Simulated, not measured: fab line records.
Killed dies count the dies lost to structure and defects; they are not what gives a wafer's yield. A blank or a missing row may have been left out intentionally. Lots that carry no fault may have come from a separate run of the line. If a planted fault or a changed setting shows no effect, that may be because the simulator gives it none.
Which tool did it?    flow sky130    21 wafers from 7 lots sampled at 4 of the route's 708 steps

WHAT THE GAUGES READ, wafer by wafer
SKY_METAL1_CD_MEAS_15 targets a cd of 140 nm.
lot   measured      on         cd nm (nm)
L685  day 33 19:40  cd sem-01  139.9 140.4 141.5
L686  day 34 03:17  cd sem-02  139.8 138.5 138.8
L689  day 35 02:05  cd sem-02  140.2 140.2 140.1
L690  day 35 11:03  cd sem-01  141.0 140.6 141.9
L692  day 36 02:37  cd sem-01  138.0 137.2 137.6
L695  day 37 02:37  cd sem-02  140.2 141.7 142.3
L701  day 38 14:22  cd sem-01  62.1 69.2 68.3 62.0 69.3 68.9

WHICH TOOL RAN EACH LOT (tool, then ch and the chambers of the sampled wafers, then the start)
lot   SKY_CONTACT_ETCH_16                 SKY_METAL1_SPUTTER_01         SKY_METAL1_EXPOSE_12
L685  rie diel-02 ch 0,1, day 32 14:25    pvd sputter-02, day 32 15:53  krf scanner-01 ch 0, day 33 06:53
L686  rie diel-04 ch 0,1,2, day 32 23:58  pvd sputter-04, day 33 01:22  krf scanner-02 ch 0, day 33 15:02
L689  rie diel-02 ch 0,1, day 33 22:14    pvd sputter-04, day 33 23:59  krf scanner-02 ch 0, day 34 13:41
L690  rie diel-03 ch 1,2,3, day 34 07:13  pvd sputter-01, day 34 08:58  krf scanner-02 ch 0, day 34 22:24
L692  rie diel-03 ch 0,1,3, day 34 23:19  pvd sputter-02, day 35 00:43  krf scanner-02 ch 0, day 35 13:55
L695  rie diel-04 ch 0,1, day 35 23:23    pvd sputter-04, day 36 00:48  krf scanner-01 ch 0, day 36 14:00
L701  rie diel-04 ch 0,1,2, day 37 11:37  pvd sputter-04, day 37 13:05  krf scanner-01 ch 0, day 38 02:49
- SKY_CONTACT_ETCH_16: etches BARC in N2/H2, stops on SiO2, time 45.9 s, target depth 60 nm.
- SKY_METAL1_SPUTTER_01: material TiN, target thk 20 nm, time 16.7 s.
- SKY_METAL1_EXPOSE_12: exposes mask MM1, target cd 140 nm.

THE ANSWER, worked out from the rows above alone
Rule: the lots themselves supply what counts as usual. The widest of any qualifying gaps counts: lots, ordered by their means at a reading, are off when they make up no more than a third of the lots, leave a main group of 4 or more, and stand apart from it by 3 or more times the standard deviation of that group's means. If all means in a main group match to the digits the tables above print for the reading, that group is not used. Also off: a lot with no number at a reading for which 4 or more lots have one. Any other lot the step has rows for is counted as sound.
Off, at SKY_METAL1_CD_MEAS_15 on cd nm: L701. The main group: mean 140.0 nm, standard deviation 1.3.
If a tool, at a process step before that reading, ran all the lots that are off and no sound lot after the first of them, it fits. Those tools and the gauges at SKY_METAL1_CD_MEAS_15 are tried in the same way. Can't be told from this: 4 tools fit, rie diel-04 at SKY_CONTACT_ETCH_16, pvd sputter-04 at SKY_METAL1_SPUTTER_01, krf scanner-01 at SKY_METAL1_EXPOSE_12, cd sem-01 at SKY_METAL1_CD_MEAS_15.

WHAT HAD BEEN PUT IN BY THE SIMULATOR
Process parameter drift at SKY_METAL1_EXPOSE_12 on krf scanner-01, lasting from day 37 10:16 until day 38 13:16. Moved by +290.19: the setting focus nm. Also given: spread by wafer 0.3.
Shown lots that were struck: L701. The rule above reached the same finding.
